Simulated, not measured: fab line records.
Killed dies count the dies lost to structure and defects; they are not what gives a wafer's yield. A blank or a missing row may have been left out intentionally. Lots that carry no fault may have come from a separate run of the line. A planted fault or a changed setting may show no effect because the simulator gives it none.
Matching of chambers + flow gf180mcu + GF_V5_CVD_02 on pecvd-02: 3 sister chambers
The step deposits SiO2 from TEOS, target thk 1450 nm, time 163.28 s. 6 wafers are shown with their chamber, then 8 later ones without.

WAFERS, EACH WITH ITS CHAMBER
| wafer  | chamber | heater-power-w (W) |
|--------|---------|--------------------|
| L756.1 | 0       | 659                |
| L757.1 | 1       | 471                |
| L757.4 | 0       | 752                |
| L758.3 | 2       | 624                |
| L758.5 | 2       | 707                |
| L758.6 | 1       | 471                |

WAFERS WITHOUT THEIR CHAMBER
| wafer  | heater-power-w (W) |
|--------|--------------------|
| L760.1 | 596                |
| L760.2 | 715                |
| L760.3 | 725                |
| L763.1 | 719                |
| L763.3 | 647                |
| L763.5 | 585                |
| L766.2 | 672                |
| L766.4 | 725                |

EACH ONE'S CHAMBER
| wafer  | from the rows above          | in truth |
|--------|------------------------------|----------|
| L760.1 | can't be placed: 2 or 0 or 1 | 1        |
| L760.2 | can't be placed: 0 or 2      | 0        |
| L760.3 | can't be placed: 0 or 2      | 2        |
| L763.1 | can't be placed: 0 or 2      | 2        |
| L763.3 | can't be placed: 2 or 0      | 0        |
| L763.5 | can't be placed: 2 or 1 or 0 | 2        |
| L766.2 | can't be placed: 2 or 0      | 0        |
| L766.4 | can't be placed: 0 or 2      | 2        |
Placed correctly: 0 of 8. Cannot be placed on the basis of these rows: 8; the candidates contain the true chamber in 8. 0 placed wrongly.
How it was worked out, from the rows above alone: a wafer's distance from a chamber is the root of the sum, over the readings, of the square of ((its reading less the chamber's mean) divided by the reading's scatter). The wafer belongs to the nearest chamber; if the next one is less than 2 further off, it can't be placed. Each chamber's mean is taken over the wafers shown for it. The scatter: the root of (the sum of the squares of (reading less its chamber's mean) over the shown wafers, divided by (wafers less chambers)).
